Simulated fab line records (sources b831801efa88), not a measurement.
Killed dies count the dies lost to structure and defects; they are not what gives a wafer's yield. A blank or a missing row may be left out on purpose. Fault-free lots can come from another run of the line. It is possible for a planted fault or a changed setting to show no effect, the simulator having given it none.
Comparing a struck lot with a sound one | flow gf180mcu | 37 steps out of a route of 602
Sound: these wafers, L569.2, L569.3, L569.6. Wafers struck: L581.4, L581.5, L581.6. At the end, the cause is stated.
For every step that has rows: the tool of each side, followed by ch and its chambers, followed by its first start. Under that, the readings that differ: sound wafers | struck wafers | difference of the means | sigmas: that difference in standard deviations of wafers without a fault.
alike: same words and numbers on both sides, and readings whose means sit less than 2 such deviations apart. not compared: any withheld reading, any reading some wafer has no value for, any bound like >300 that may hide the same value, and any number with overlapping values for which the record gives no deviation.
The two part at a step that has a row with sigmas, a row that says differs or no value, or rows on one side only. Non-overlapping numbers with no deviation appear without sigmas and do not part them. A reading that every wafer of one side lacks parts them only if that side has two wafers or more.

first, 2 steps without rows for these wafers: GF_M3_PEB_12 (peb time 90 s); GF_M3_DEVELOP_13 (develop time 60 s).
GF_M3_CD_MEAS_14: target cd 280 nm.
  sound: cd sem-01 at day 21 19:13; struck: cd sem-02 at day 26 00:40
  alike: cd nm
GF_M3_OVL_MEAS_15:
  sound: overlay-02 at day 21 19:20; struck: overlay-01 at day 26 00:44
  alike: M3_OVL
GF_M3_METAL_ETCH_16: etches the open film in Cl2/BCl3, stops on SiO2, target depth 627.5 nm, time 104.6 s.
  sound on rie metal-01 ch 0,1, day 21 19:22; struck on rie metal-02 ch 0,1, day 26 00:47
  alike: drypump motor current A, oes product au, throttle valve pct
  not compared: rf hours counter h
then, 4 steps without rows for these wafers: GF_M3_STRIP_17 (strips in O2/N2); GF_M3_STRIP_18 (strips in post etch residue remover, time 1200 s); GF_M3_CLEAN_19 (cleans in DIW); GF_V3_CVD_00 (deposits SiO2, target thk 600 nm, time 100 s).
GF_V3_THK_MEAS_01:
  sound: film metro-03 at day 21 20:07; struck: film metro-02 at day 26 01:31
  alike: V3_CVD_00_THK
then, 1 step without rows for these wafers: GF_V3_CVD_02 (deposits SiO2 from TEOS, target thk 850 nm, time 94.851 s).
GF_V3_THK_MEAS_03:
  sound: film metro-04 at day 21 20:14; struck: film metro-03 at day 26 01:38
  alike: V3_CVD_02_THK
GF_V3_CMP_04: polishes SiO2.
  sound on cmp-01 ch 0,3, day 21 20:17; struck on cmp-02 ch 0,1,3, day 26 01:46
  reading                             | sound             | struck            | difference | sigmas
  time to endpoint s (s)              | 80 84 85          | 121 116 110       | +33        | +4
  model.SiO2_of_V3_CVD_02.thk nm (nm) | 631.1 632.7 630.8 | 723.8 719.2 716.9 | +88.4      |
  alike: motor current A, platen rpm
GF_V3_BOW_MEAS_05:
  sound: film metro-03 at day 21 20:37; struck: film metro-03 at day 26 02:02
  alike: V3_BOW
then, 8 steps without rows for these wafers: GF_V3_DEHYDRATE_06 (time 60 s); GF_V3_HMDS_07 (prime time 60 s); GF_V3_COAT_08; GF_V3_COAT_09 (resist thk 1000 nm); GF_V3_SOFTBAKE_10 (time 57 s); GF_V3_EXPOSE_11 (exposes mask Via3, target cd 260 nm); GF_V3_PEB_12 (peb time 90 s); GF_V3_DEVELOP_13 (develop time 60 s).
GF_V3_CD_MEAS_14: target cd 260 nm.
  sound: cd sem-01 at day 22 19:37; struck: cd sem-01 at day 26 22:09
  alike: cd nm
GF_V3_OVL_MEAS_15:
  sound: overlay-01 at day 22 19:43; struck: overlay-02 at day 26 22:14
  alike: V3_OVL
then, 1 step without rows for these wafers: GF_V3_ETCH_16 (etches BARC in N2/H2).
GF_V3_ETCH_17: etches SiO2 in C4F8/O2/Ar, stops on TiN, target depth 635 nm.
  sound on rie diel-02 ch 2,3; struck on rie diel-02 ch 1,2,3
  reading                        | sound             | struck            | difference | sigmas
  oes product au (a.u.)          | 0.848 0.849 0.853 | 0.931 0.921 0.917 | +0.073     | +16
  model.etch.depth nm (nm)       | 631.1 632.7 630.8 | 723.8 719.2 716.9 | +88.4      |
  model.V3.feature depth nm (nm) | 631.1 632.7 630.8 | 723.8 719.2 716.9 | +88.4      |
GF_V3_STRIP_18: strips in O2/N2.
  sound on plasma asher-01 ch 0, day 22 19:53; struck on plasma asher-04 ch 0,1, day 26 22:25
  reading            | sound       | struck      | difference | sigmas
  heater power w (W) | 243 246 246 | 335 314 334 | +83        | +3
  alike: drypump motor current A, oes product au
  not compared: rf hours counter h
then, 3 steps without rows for these wafers: GF_V3_STRIP_19 (strips in post etch residue remover, time 1200 s); GF_V3_CLEAN_20 (cleans in DIW); GF_V3_SPUTTER_21 (material Ti, target thk 15 nm, time 80.02 s).
GF_V3_SPUTTER_22: material TiN, target thk 10 nm, time 40 s.
  sound: pvd sputter-04 at day 22 20:31; struck: pvd sputter-01 at day 26 22:59
  alike: throttle valve pct
GF_V3_CVD_23: deposits W, target thk 350 nm, time 104.9 s.
  sound on cvd w-02 ch 0,1, day 22 20:32; struck on cvd w-01 ch 0,1, day 26 23:04
  alike: chamber pressure Torr, heater power w
GF_V3_RS_MEAS_24: measurement is done with a four-point probe.
  sound: film metro-03 at day 22 20:41; struck: film metro-03 at day 26 23:11
  alike: V3_W_RS
GF_V3_THK_MEAS_25: measures by xrf.
  sound: film metro-03 at day 22 20:47; struck: film metro-03 at day 26 23:17
  alike: V3_W_THK
GF_V3_CMP_26: polishes, stops on SiO2, t overpolish 15 s, target thk 0 nm.
  sound on cmp-01 ch 1,3, day 22 20:50; struck on cmp-01 ch 0,1,3, day 26 23:28
  reading                             | sound           | struck          | difference | sigmas
  model.SiO2_of_V3_CVD_02.thk nm (nm) | 627.4 629 627.1 | 720 715.4 713.1 | +88        |
  alike: motor current A, platen rpm
GF_M4_SPUTTER_00: material Ti, target thk 37.5 nm, time 150 s.
  sound: pvd sputter-03 at day 22 21:08; struck: pvd sputter-03 at day 26 23:37
  alike: throttle valve pct
GF_PASSIVATION_PROBE_99:
  sound wafers here have rows in the record (prober-02, day 29 07:10); struck ones have none

WHERE THEY PART
Last at GF_PASSIVATION_PROBE_99 as far as this record goes, first at GF_V3_CMP_04.

WHY: whatever the simulator had introduced
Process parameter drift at GF_V3_CMP_04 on cmp-02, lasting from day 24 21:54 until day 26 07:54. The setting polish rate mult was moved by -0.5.
